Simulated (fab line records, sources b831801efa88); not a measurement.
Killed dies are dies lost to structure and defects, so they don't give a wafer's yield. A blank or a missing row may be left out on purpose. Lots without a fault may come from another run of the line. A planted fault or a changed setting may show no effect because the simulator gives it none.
Problem report in the 8D (eight disciplines) form, filled by code | flow sky130 | the parts of the form that need people (team, actions taken, sign-off) are left out

1. THE PROBLEM
killed_at_M0_to_M3 at SKY_PAD_OPEN_PROBE_99 reads a mean of 96 on 2 wafers of 2 lots; wafers without a fault read 43 with a standard deviation of 7.5. That is +7.0 standard deviations from the usual mean.
First seen on wafer L602.6, day 48 18:33, on prober-02. The record holds 6 wafers of 2 lots with a number at this step. Rule for "out", or "out of limits": more than 4 standard deviations from the usual mean. The other wafers with a number count as sound.

2. WHAT IT IS AND WHAT IT IS NOT
question                    | is                                                                                                  | is not
which readings at this step | killed_at_M0_to_M3, defect_limited_yield, sort_bin_3_pad_short, sort_bin_5_function, sort_yield_pct | killed_at_M4_up, killed_at_contacts, killed_at_front_end, killed_on_rim, killed_open, killed_short, sort_bin_6_memory
which lots                  | L602, L603                                                                                          | -
which wafers of those lots  | L602.6, L603.4                                                                                      | L602.1, L602.3, L603.2, L603.6
read on which tools         | prober-01, prober-02                                                                                | -
when                        | from day 48 18:33                                                                                   | up to then (2 sound wafers); but 2 sound wafers of L603 came after

3. SUSPECTS, AND WHAT RULES EACH OUT
Counting: a tool at a process step up to the reading stays a suspect if it ran every lot that is out. Sound lots after the first of them don't rule it out here, since some wafers of a struck lot are sound.
- pvd_sputter-04 at SKY_METAL2_SPUTTER_04 (material TiN, target thk 70 nm, time 58.3 s): kept. It ran every lot that is out, first L602 (day 37 10:55).
- rie_metal-01 at SKY_METAL3_DESCUM_15 (chemistry O2, time 8 s): kept. It ran every lot that is out, first L602 (day 41 22:13).
- plasma_asher-03 at SKY_METAL5_STRIP_16 (strips in O2/N2): kept. It ran every lot that is out, first L602 (day 46 22:29).
Left after counting: pvd_sputter-04 at SKY_METAL2_SPUTTER_04, rie_metal-01 at SKY_METAL3_DESCUM_15, plasma_asher-03 at SKY_METAL5_STRIP_16.

4. THE CAUSE (what the simulator had put in)
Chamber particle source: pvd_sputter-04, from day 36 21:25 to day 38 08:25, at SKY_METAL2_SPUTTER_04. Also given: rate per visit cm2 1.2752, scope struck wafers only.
Counting left 3 suspects, and this tool is among them.

5. THE CHAIN OF EFFECTS, in route order
Each row: a reading whose mean over the struck wafers that have a number lies more than 3 standard deviations from the usual. Only readings for which the record gives a usual standard deviation are gone through. hours: the time from each lot's start at the first step in this table that gives one to its start at this step, as a median over the lots. sigmas: the change in usual standard deviations.
hours | step                  | reading              | usual  | on struck wafers | change | sigmas
0     | SKY_PAD_OPEN_PROBE_99 | defect_limited_yield | 82.5 % | 73.1             | -9.4   | -4.3
0     | SKY_PAD_OPEN_PROBE_99 | killed_at_M0_to_M3   | 43     | 96               | +52    | +7.0
0     | SKY_PAD_OPEN_PROBE_99 | killed_dies          | 86     | 132              | +46    | +4.2
0     | SKY_PAD_OPEN_PROBE_99 | sort_bin_3_pad_short | 0.8 %  | 2.9              | +2.1   | +5.8
0     | SKY_PAD_OPEN_PROBE_99 | sort_bin_5_function  | 10.4 % | 18.3             | +7.9   | +4.9
0     | SKY_PAD_OPEN_PROBE_99 | sort_n_pass          | 406    | 360              | -46    | -4.2
0     | SKY_PAD_OPEN_PROBE_99 | sort_yield_pct       | 82.5 % | 73.1             | -9.4   | -4.3
The process steps in it:
- SKY_PAD_OPEN_PROBE_99

6. WHAT WOULD HAVE CAUGHT IT SOONER
In this record the first reading out of limits was taken at day 48 18:33, 285 hours after the fault began at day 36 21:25.
Of the tool readings at SKY_METAL2_SPUTTER_04 for which the record gives a usual standard deviation, none was out on any struck wafer, so an alarm limit of 4 standard deviations on them would not have fired.
All the lots that are out (2) had begun SKY_METAL2_SPUTTER_04 on pvd_sputter-04 by day 48 18:33. A hold on the tool at that time would have spared none of them.
